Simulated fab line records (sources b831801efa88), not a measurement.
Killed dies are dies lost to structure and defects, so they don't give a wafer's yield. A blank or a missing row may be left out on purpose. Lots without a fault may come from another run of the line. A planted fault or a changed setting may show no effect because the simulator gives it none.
Chamber matching || flow gf180mcu || GF_STI_ETCH_14 on rieSi-02 has 4 sister chambers
The step etches Si in HBr/Cl2/O2, target depth 360 nm, time 102.9 s. 14 wafers are shown with their chamber, then 7 later ones without.

## WAFERS PAIRED WITH THEIR CHAMBERS
{"wafer": "L416.2", "chamber": 2, "drypumpMotorCurrentA (A)": 6.3, "oesProductAu (a.u.)": 0.994, "throttleValvePct (%)": 25.659}
{"wafer": "L416.5", "chamber": 0, "drypumpMotorCurrentA (A)": 5.3, "oesProductAu (a.u.)": 0.990, "throttleValvePct (%)": 25.665}
{"wafer": "L416.6", "chamber": 1, "drypumpMotorCurrentA (A)": 5.5, "oesProductAu (a.u.)": 0.993, "throttleValvePct (%)": 25.637}
{"wafer": "L417.1", "chamber": 3, "drypumpMotorCurrentA (A)": 6.7, "oesProductAu (a.u.)": 0.986, "throttleValvePct (%)": 25.669}
{"wafer": "L417.2", "chamber": 1, "drypumpMotorCurrentA (A)": 5.6, "oesProductAu (a.u.)": 1.001, "throttleValvePct (%)": 25.648}
{"wafer": "L417.5", "chamber": 0, "drypumpMotorCurrentA (A)": 5.3, "oesProductAu (a.u.)": 0.982, "throttleValvePct (%)": 25.678}
{"wafer": "L422.2", "chamber": 2, "drypumpMotorCurrentA (A)": 6.3, "oesProductAu (a.u.)": 1.001, "throttleValvePct (%)": 25.639}
{"wafer": "L422.4", "chamber": 1, "drypumpMotorCurrentA (A)": 5.6, "oesProductAu (a.u.)": 0.998, "throttleValvePct (%)": 25.681}
{"wafer": "L422.6", "chamber": 2, "drypumpMotorCurrentA (A)": 6.3, "oesProductAu (a.u.)": 1.000, "throttleValvePct (%)": 25.652}
{"wafer": "L423.1", "chamber": 0, "drypumpMotorCurrentA (A)": 5.3, "oesProductAu (a.u.)": 0.993, "throttleValvePct (%)": 25.666}
{"wafer": "L423.3", "chamber": 1, "drypumpMotorCurrentA (A)": 5.5, "oesProductAu (a.u.)": 0.996, "throttleValvePct (%)": 25.658}
{"wafer": "L423.4", "chamber": 2, "drypumpMotorCurrentA (A)": 6.3, "oesProductAu (a.u.)": 0.997, "throttleValvePct (%)": 25.643}
{"wafer": "L426.3", "chamber": 1, "drypumpMotorCurrentA (A)": 5.6, "oesProductAu (a.u.)": 1.004, "throttleValvePct (%)": 25.652}
{"wafer": "L426.5", "chamber": 0, "drypumpMotorCurrentA (A)": 5.3, "oesProductAu (a.u.)": 0.993, "throttleValvePct (%)": 25.662}

SIGNATURES (averages over the wafers above)
{"reading": "drypumpMotorCurrentA", "chamber 0": 5.300, "chamber 1": 5.560, "chamber 2": 6.300, "chamber 3": 6.700, "scatter within a chamber": 0.0346}
{"reading": "oesProductAu", "chamber 0": 0.98950, "chamber 1": 0.99840, "chamber 2": 0.99800, "chamber 3": 0.98600, "scatter within a chamber": 0.00429}
{"reading": "throttleValvePct", "chamber 0": 25.66775, "chamber 1": 25.65520, "chamber 2": 25.64825, "chamber 3": 25.66900, "scatter within a chamber": 0.0121}
Rule: a wafer lies at a distance from a chamber equal to the root of the sum of squares, over the readings, of (its reading less the chamber's mean, divided by the reading's scatter). The wafer belongs to the nearest chamber; if the next one is less than 2 further off, it can't be placed. How the scatter is found: for the shown wafers, subtract from each reading the mean of its chamber, square and add these, divide the total by (wafers less chambers), then take the root.

## WAFERS WHOSE CHAMBER IS MISSING
{"wafer": "L426.6", "drypumpMotorCurrentA (A)": 5.6, "oesProductAu (a.u.)": 1.003, "throttleValvePct (%)": 25.640}
{"wafer": "L427.2", "drypumpMotorCurrentA (A)": 5.6, "oesProductAu (a.u.)": 0.983, "throttleValvePct (%)": 25.670}
{"wafer": "L427.4", "drypumpMotorCurrentA (A)": 5.3, "oesProductAu (a.u.)": 0.991, "throttleValvePct (%)": 25.667}
{"wafer": "L427.6", "drypumpMotorCurrentA (A)": 6.3, "oesProductAu (a.u.)": 0.983, "throttleValvePct (%)": 25.672}
{"wafer": "L435.3", "drypumpMotorCurrentA (A)": 5.5, "oesProductAu (a.u.)": 1.005, "throttleValvePct (%)": 25.654}
{"wafer": "L435.5", "drypumpMotorCurrentA (A)": 6.3, "oesProductAu (a.u.)": 0.996, "throttleValvePct (%)": 25.676}
{"wafer": "L435.6", "drypumpMotorCurrentA (A)": 6.7, "oesProductAu (a.u.)": 0.993, "throttleValvePct (%)": 25.668}

## EACH ONE'S CHAMBER
{"wafer": "L426.6", "from the rows above": 1, "in truth": 1}
{"wafer": "L427.2", "from the rows above": 1, "in truth": 1}
{"wafer": "L427.4", "from the rows above": 0, "in truth": 0}
{"wafer": "L427.6", "from the rows above": 2, "in truth": 2}
{"wafer": "L435.3", "from the rows above": 1, "in truth": 1}
{"wafer": "L435.5", "from the rows above": 2, "in truth": 2}
{"wafer": "L435.6", "from the rows above": 3, "in truth": 3}
Correct placement for 7 of the 7. Not placeable from these rows: 0. Placed wrongly: 0.
